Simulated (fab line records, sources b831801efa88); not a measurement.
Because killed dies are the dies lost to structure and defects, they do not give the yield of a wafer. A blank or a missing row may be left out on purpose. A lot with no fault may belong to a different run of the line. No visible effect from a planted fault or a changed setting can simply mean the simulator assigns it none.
What tool caused it? | flow sfqLine | 14 lots, 41 wafers sampled, at 4 steps of a route of 325

== WHAT EACH GAUGE READ, for each wafer ==
SFQ_M3_RS_MEAS_919: a four-point-probe measurement. Usual: M3_NB_RS typically reads 0.892 ohm/sq, with standard deviation 0.011.
lot  | measured     | on           | M3_NB_RS (ohm/sq) | flag
L982 | day 23 13:56 | filmMetro-03 | 0.889 0.901 0.903 | 
L983 | day 24 01:43 | filmMetro-02 | 0.884 0.877 0.880 | 
L984 | day 24 13:43 | filmMetro-03 | 0.871 0.875 0.869 | 
L986 | day 26 04:43 | filmMetro-02 | 0.901 0.908 0.901 | 
L988 | day 26 09:29 | filmMetro-03 | 0.873 0.874 0.880 | 
L989 | day 31 20:26 | filmMetro-03 | 0.889 0.896 0.894 | 
L994 | day 32 07:16 | filmMetro-02 | 1.136 0.900       | OFF
L995 | day 32 11:01 | filmMetro-02 | 0.899 0.902 0.904 | 
L997 | day 32 16:49 | filmMetro-03 | 0.885 1.128 0.884 | OFF
L999 | day 32 19:13 | filmMetro-01 | 0.879 0.887 0.871 | 
L100 | day 32 21:50 | filmMetro-01 | 0.896 0.901 0.901 | 
L102 | day 33 01:25 | filmMetro-03 | 0.905 0.895 0.895 | 
L104 | day 33 10:52 | filmMetro-02 | 0.920 0.904 0.916 | 
L105 | day 33 13:14 | filmMetro-02 | 0.902 0.900 0.906 | 

== WHAT TOOL EACH LOT RAN ON (gives the tool, then ch and the chambers of the sampled wafers, and finally the start) ==
lot  | SFQ_TRILAYER_I0_VIA_BARC_OPEN_VIA_ETCH_046 | SFQ_TRILAYER_I0_VIA_STRIP_STRIP_035 | SFQ_TRILAYER_M3_DEP_SPUTTER_073
L982 | rieDiel-01 ch 2,3, day 10 15:35            | rieMetal-02 ch 0,1, day 10 15:44    | pvdSputter-06, day 23 13:50
L983 | rieDiel-01 ch 0,1, day 11 02:23            | rieMetal-03 ch 0,1, day 11 02:32    | pvdSputter-03, day 24 01:38
L984 | rieDiel-02 ch 0,1,3, day 11 10:47          | rieMetal-04 ch 0,1, day 11 10:56    | pvdSputter-03, day 24 13:38
L986 | rieDiel-04 ch 2,3, day 12 01:11            | rieMetal-03 ch 0,1, day 12 01:20    | pvdSputter-04, day 26 04:36
L988 | rieDiel-01 ch 1,2,3, day 12 08:23          | rieMetal-03 ch 0,1, day 12 08:32    | pvdSputter-06, day 26 09:23
L989 | rieDiel-04 ch 0,1, day 12 14:23            | rieMetal-04 ch 0,1, day 12 14:32    | pvdSputter-06, day 31 20:20
L994 | rieDiel-04 ch 0,2, day 13 20:23            | rieMetal-04 ch 0,1, day 13 20:44    | pvdSputter-06, day 32 07:08
L995 | rieDiel-01 ch 0,2,3, day 13 23:59          | rieMetal-03 ch 0,1, day 14 00:08    | pvdSputter-04, day 32 10:56
L997 | rieDiel-04 ch 0,2, day 14 13:17            | rieMetal-04 ch 0,1, day 14 13:26    | pvdSputter-06, day 32 16:44
L999 | rieDiel-01 ch 0,1,2, day 15 06:50          | rieMetal-03 ch 0,1, day 15 06:59    | pvdSputter-03, day 32 19:08
L100 | rieDiel-02 ch 1,2, day 15 18:38            | rieMetal-04 ch 0,1, day 15 18:47    | pvdSputter-04, day 32 21:44
L102 | rieDiel-01 ch 2,3, day 16 10:14            | rieMetal-03 ch 0,1, day 16 10:23    | pvdSputter-04, day 33 01:20
L104 | rieDiel-02 ch 2,3, day 16 22:14            | rieMetal-02 ch 0,1, day 16 22:35    | pvdSputter-04, day 33 10:44
L105 | rieDiel-04 ch 0,2,3, day 17 00:38          | rieMetal-02 ch 0,1, day 17 00:47    | pvdSputter-03, day 33 13:09
- SFQ_TRILAYER_I0_VIA_BARC_OPEN_VIA_ETCH_046: etches BARC in O2, target depth 125 nm, time 41.7 s.
- SFQ_TRILAYER_I0_VIA_STRIP_STRIP_035: strips in O2.
- SFQ_TRILAYER_M3_DEP_SPUTTER_073: material Nb, target thk 200 nm, time 133.3 s.

== AS READ BY THE TOOLS THEMSELVES (means over the sampled wafers that have a number; for cases with no such wafer, the mark the record gives instead) ==
SFQ_TRILAYER_I0_VIA_BARC_OPEN_VIA_ETCH_046. Usual: drypumpMotorCurrentA 5.8 A, standard deviation 0.4; oesProductAu 0.685 a.u., standard deviation 0.0042.
lot  | tool       | drypumpMotorCurrentA (A) | oesProductAu (a.u.) | flag
L982 | rieDiel-01 | 5.9                      | 0.685               | 
L983 | rieDiel-01 | 5.3                      | 0.681               | 
L984 | rieDiel-02 | 5.6                      | 0.684               | 
L986 | rieDiel-04 | 6.2                      | 0.688               | 
L988 | rieDiel-01 | 5.6                      | 0.681               | 
L989 | rieDiel-04 | 6.0                      | 0.689               | 
L994 | rieDiel-04 | 6.4                      | 0.683               | 
L995 | rieDiel-01 | 5.8                      | 0.685               | 
L997 | rieDiel-04 | 6.4                      | 0.685               | 
L999 | rieDiel-01 | 5.5                      | 0.684               | 
L100 | rieDiel-02 | 5.8                      | 0.683               | 
L102 | rieDiel-01 | 5.9                      | 0.686               | 
L104 | rieDiel-02 | 5.9                      | 0.684               | 
L105 | rieDiel-04 | 6.4                      | 0.682               | 

SFQ_TRILAYER_I0_VIA_STRIP_STRIP_035. Usual: drypumpMotorCurrentA 5.5 A, standard deviation 0.51; oesProductAu 0.996 a.u., standard deviation 0.0073.
lot  | tool        | drypumpMotorCurrentA (A) | oesProductAu (a.u.) | flag
L982 | rieMetal-02 | 5.6                      | 0.989               | 
L983 | rieMetal-03 | 5.5                      | 1.010               | 
L984 | rieMetal-04 | 5.3                      | 0.997               | 
L986 | rieMetal-03 | 5.5                      | 1.002               | 
L988 | rieMetal-03 | 5.5                      | 1.001               | 
L989 | rieMetal-04 | 5.1                      | 0.995               | 
L994 | rieMetal-04 | 5.2                      | 1.002               | 
L995 | rieMetal-03 | 6.0                      | 0.995               | 
L997 | rieMetal-04 | 5.1                      | 0.998               | 
L999 | rieMetal-03 | 6.0                      | 1.003               | 
L100 | rieMetal-04 | 5.3                      | 0.992               | 
L102 | rieMetal-03 | 5.5                      | 0.992               | 
L104 | rieMetal-02 | 5.6                      | 0.991               | 
L105 | rieMetal-02 | 5.6                      | 0.987               | 

SFQ_TRILAYER_M3_DEP_SPUTTER_073. Usual: throttleValvePct reads 29.8 % (standard deviation 1.2).
lot  | tool          | throttleValvePct (%) | flag
L982 | pvdSputter-06 | 29.8                 | 
L983 | pvdSputter-03 | 29.4                 | 
L984 | pvdSputter-03 | 29.4                 | 
L986 | pvdSputter-04 | 29.1                 | 
L988 | pvdSputter-06 | 30.4                 | 
L989 | pvdSputter-06 | 29.8                 | 
L994 | pvdSputter-06 | 29.9                 | 
L995 | pvdSputter-04 | 29.1                 | 
L997 | pvdSputter-06 | 30.7                 | 
L999 | pvdSputter-03 | 28.1                 | 
L100 | pvdSputter-04 | 29.2                 | 
L102 | pvdSputter-04 | 29.9                 | 
L104 | pvdSputter-04 | 29.6                 | 
L105 | pvdSputter-03 | 29.7                 | 

== THE ANSWER, worked out from the rows above alone ==
Rule: lot off if the mean of its wafers having a number is beyond 3 standard deviations from the usual mean. A lot without any number at a reading at which 4 lots or more have one is off too. Where the step has rows for the other lots, those lots are counted as sound. After the gauges, taken in route order, come the tools' own readings; for these a lot's mean is taken, as printed above. At the first step where some lot is off, the reading lying furthest off is the one used; lots without a number count as furthest.
Off: L994, L997, at SFQ_M3_RS_MEAS_919 (M3_NB_RS).
A tool fits if, at a process step before that reading, it ran every lot that is off, and no sound lot after the first of them. Gauges at SFQ_M3_RS_MEAS_919: tried the same way as those tools. One fits: pvdSputter-06 at SFQ_TRILAYER_M3_DEP_SPUTTER_073. A fault onset in the window from L989 (day 31 20:20, its last sound lot) to L994 (day 32 07:08, its first lot off) fits.

== WHAT THE SIMULATOR HAD PUT IN ==
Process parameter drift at SFQ_TRILAYER_M3_DEP_SPUTTER_073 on pvdSputter-06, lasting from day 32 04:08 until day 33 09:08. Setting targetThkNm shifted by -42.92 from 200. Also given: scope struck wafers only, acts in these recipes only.
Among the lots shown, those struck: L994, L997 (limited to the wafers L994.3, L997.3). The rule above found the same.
